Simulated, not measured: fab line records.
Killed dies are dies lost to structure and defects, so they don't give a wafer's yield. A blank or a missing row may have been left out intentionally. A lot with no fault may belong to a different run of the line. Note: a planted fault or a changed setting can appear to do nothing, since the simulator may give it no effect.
Struck lot and sound lot, side by side | flow sky130 | 15 steps out of a route of 708
Sound: the wafers L201.3, L201.4, L201.5. Struck: wafer L222.3 (L222.4, L222.5, from the same lot, were not struck and are left out); the cause is given at the end.
Each step with rows lists, per side, the tool, then ch with its chambers, then its first start. Under that, the readings that differ: sound wafers | struck wafers | difference of the means | sigmas: that difference in standard deviations of wafers without a fault.
alike: readings whose means differ by less than 2 such deviations, and words and numbers that are the same on both sides. not compared: withheld readings, readings that some wafer has no value for, bounds like >300 that may hide the same value, and numbers for which the record gives no deviation and whose values overlap.
The two part at a step that has a row with sigmas, a row that says differs or no value, or rows on one side only. When numbers do not overlap yet have no deviation, they are printed without sigmas and do not part them. A reading that every wafer of one side lacks parts them only if that side has two wafers or more.

first, 4 steps without rows for these wafers: SKY_VIA1_SOFTBAKE_08 (time 90 s); SKY_VIA1_EXPOSE_09 (exposes mask VIM, target cd 150 nm); SKY_VIA1_PEB_10; SKY_VIA1_DEVELOP_11 (develop time 60 s).
SKY_VIA1_CD_MEAS_12 targets a cd of 150 nm.
  sound on cd_sem-01 at day 35 00:37; struck on cd_sem-02 at day 41 09:04
  alike: cd_nm
SKY_VIA1_OVL_MEAS_13:
  sound on overlay-02 at day 35 00:42; struck on overlay-02 at day 41 09:10
  alike: VIA1_OVL
SKY_VIA1_ETCH_14: etches BARC in N2/H2, stops on SiO2, time 45.9 s, target depth 60 nm.
  sound on rie_diel-04 ch 0,1,2, day 35 00:44; struck on rie_diel-04 ch 0, day 41 09:11
  alike: drypump_motor_current_A, oes_product_au, throttle_valve_pct
  not compared: rf_hours_counter_h
SKY_VIA1_ETCH_15: etches SiO2 in C4F8/O2/Ar, stops on TiN, target depth 351 nm, time 54 s.
  sound on rie_diel-04 ch 0,1,2, day 35 00:46; struck on rie_diel-04 ch 0, day 41 09:14
  alike: oes_product_au
  not compared: rf_hours_counter_h
SKY_VIA1_STRIP_16: strips in O2/N2.
  sound on plasma_asher-04 ch 0,1, day 35 00:51; struck on plasma_asher-02 ch 1, day 41 09:19
  alike: drypump_motor_current_A, oes_product_au, strip_time_to_endpoint_s
  not compared: rf_hours_counter_h
then, 3 steps without rows for these wafers: SKY_VIA1_STRIP_17 (strips in post etch residue remover, time 1200 s); SKY_VIA1_CLEAN_18 (cleans in IPA, time 180 s); SKY_VIA1_CLEAN_19 (cleans in O3/DIW).
SKY_VIA1_SPUTTER_20: material TiN, target thk 20 nm, time 80 s.
  sound on pvd_sputter-03 at day 35 01:25; struck on pvd_sputter-04 at day 41 09:58
  reading                                  | sound             | struck | difference | sigmas
  chamber_pressure_pa (Pa)                 | 5.010 4.999 4.980 | 4.666  | -0.330     | -30
  model.TiN_of_VIA1_SPUTTER_20.thk_nm (nm) | 20.4 20.31 20.32  | 21.39  | +1.05      |
  alike: throttle_valve_pct
SKY_VIA1_CVD_21: deposits W, target thk 270 nm, time 80.902 s.
  sound on cvd_w-02 ch 0,1, day 35 01:31; struck on cvd_w-01 ch 0, day 41 10:04
  alike: heater_power_w
SKY_PAD_OPEN_PROBE_99:
  rows exist in the record for the sound wafers here (prober-01, day 46 22:58), none for the struck ones

## WHERE THEY PART
First at SKY_VIA1_SPUTTER_20; last, within this record, at SKY_PAD_OPEN_PROBE_99.

WHY: the cause the simulator had injected
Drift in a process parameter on pvd_sputter-04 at SKY_VIA1_SPUTTER_20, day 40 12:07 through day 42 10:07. From 5, the setting chamber_pressure_pa moved by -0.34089. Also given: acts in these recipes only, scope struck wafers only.
